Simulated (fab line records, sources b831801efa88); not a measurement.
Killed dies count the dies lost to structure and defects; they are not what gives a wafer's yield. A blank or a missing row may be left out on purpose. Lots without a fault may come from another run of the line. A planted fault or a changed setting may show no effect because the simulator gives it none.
Which of the tools did it? + flow sky130 + 30 wafers from 10 lots sampled at 3 of the route's 708 steps

## WHAT THE GAUGES SHOWED, per wafer
SKY_SPACER_THK_MEAS_01.
| lot  | measured     | on            | SPACER_CVD_00_THK (nm) |
|------|--------------|---------------|------------------------|
| L911 | day 25 00:16 | film-metro-02 | 42.2 42.7 42.7         |
| L912 | day 25 07:56 | film-metro-03 | 43.1 42.8 43.1         |
| L913 | day 25 12:15 | film-metro-03 | 42.9 43.4 43.4         |
| L916 | day 25 23:03 | film-metro-02 | 44.0 43.7 43.8         |
| L915 | day 26 01:27 | film-metro-03 | 42.8 43.1 42.4         |
| L918 | day 26 17:49 | film-metro-01 | 43.5 43.4 43.5         |
| L921 | day 27 16:02 | film-metro-03 | 43.1 42.9 43.3         |
| L926 | day 29 09:26 | film-metro-02 | 43.2 43.1 43.1         |
| L927 | day 29 16:20 | film-metro-01 | 32.8 33.1 32.6         |
| L928 | day 30 06:20 | film-metro-03 | 32.6 33.0 32.6         |

## WHICH TOOL RAN EACH LOT (tool, then ch and the chambers of the sampled wafers, then the start)
| lot  | SKY_LDD_HVP_STRIP_09                 | SKY_SPACER_CVD_00           |
|------|--------------------------------------|-----------------------------|
| L911 | plasma-asher-01 ch 0,1, day 23 15:37 | lpcvd-02 ch 0, day 24 23:04 |
| L912 | plasma-asher-02 ch 0,1, day 23 23:36 | lpcvd-02 ch 0, day 25 06:43 |
| L913 | plasma-asher-02 ch 0,1, day 24 04:15 | lpcvd-02 ch 0, day 25 10:26 |
| L916 | plasma-asher-01 ch 0,1, day 24 14:45 | lpcvd-02 ch 0, day 25 21:50 |
| L915 | plasma-asher-04 ch 0,1, day 24 18:06 | lpcvd-02 ch 0, day 26 00:15 |
| L918 | plasma-asher-04 ch 0,1, day 25 11:00 | lpcvd-02 ch 0, day 26 16:37 |
| L921 | plasma-asher-04 ch 0,1, day 26 08:49 | lpcvd-02 ch 1, day 27 14:49 |
| L926 | plasma-asher-04 ch 0,1, day 27 22:36 | lpcvd-02 ch 1, day 29 08:10 |
| L927 | plasma-asher-04 ch 0,1, day 28 07:30 | lpcvd-02 ch 0, day 29 14:31 |
| L928 | plasma-asher-02 ch 0,1, day 28 22:00 | lpcvd-02 ch 0, day 30 05:07 |
- SKY_LDD_HVP_STRIP_09: strips in O2/N2.
- SKY_SPACER_CVD_00: deposits Si3N4 from DCS/NH3, target thk 43.1 nm, time 740 s.

## THE ANSWER, worked out from the rows above alone
Rule: usual is defined by the lots themselves. Put in order of their means at a reading, lots are off if they are a third of the lots or fewer, leave a main group of 4 or more, and stand apart from it by a gap of 3 or more times the standard deviation of the main group's means; of several such gaps the widest counts. A main group is skipped when, at the precision printed for the reading in the tables above, its means are all equal. A lot without any number at a reading at which 4 lots or more have one is off too. All remaining lots with rows at the step are treated as sound.
Off: at SKY_SPACER_THK_MEAS_01 (SPACER_CVD_00_THK), L927, L928. For the main group the mean is 43.1 nm and the standard deviation 0.37.
A tool fits if, at a process step before that reading, it ran every lot that is off, and no sound lot after the first of them. The gauges at SKY_SPACER_THK_MEAS_01 are tried like those tools. One fits: lpcvd-02 at SKY_SPACER_CVD_00. A fault onset in the window from L926 (day 29 08:10, its last sound lot) to L927 (day 29 14:31, its first lot off) fits.

## WHAT THE SIMULATOR HAD INSERTED
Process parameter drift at SKY_SPACER_CVD_00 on lpcvd-02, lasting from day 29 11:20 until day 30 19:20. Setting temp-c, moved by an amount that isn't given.
Struck lots among those shown: L927, L928. The rule above reached the same finding.
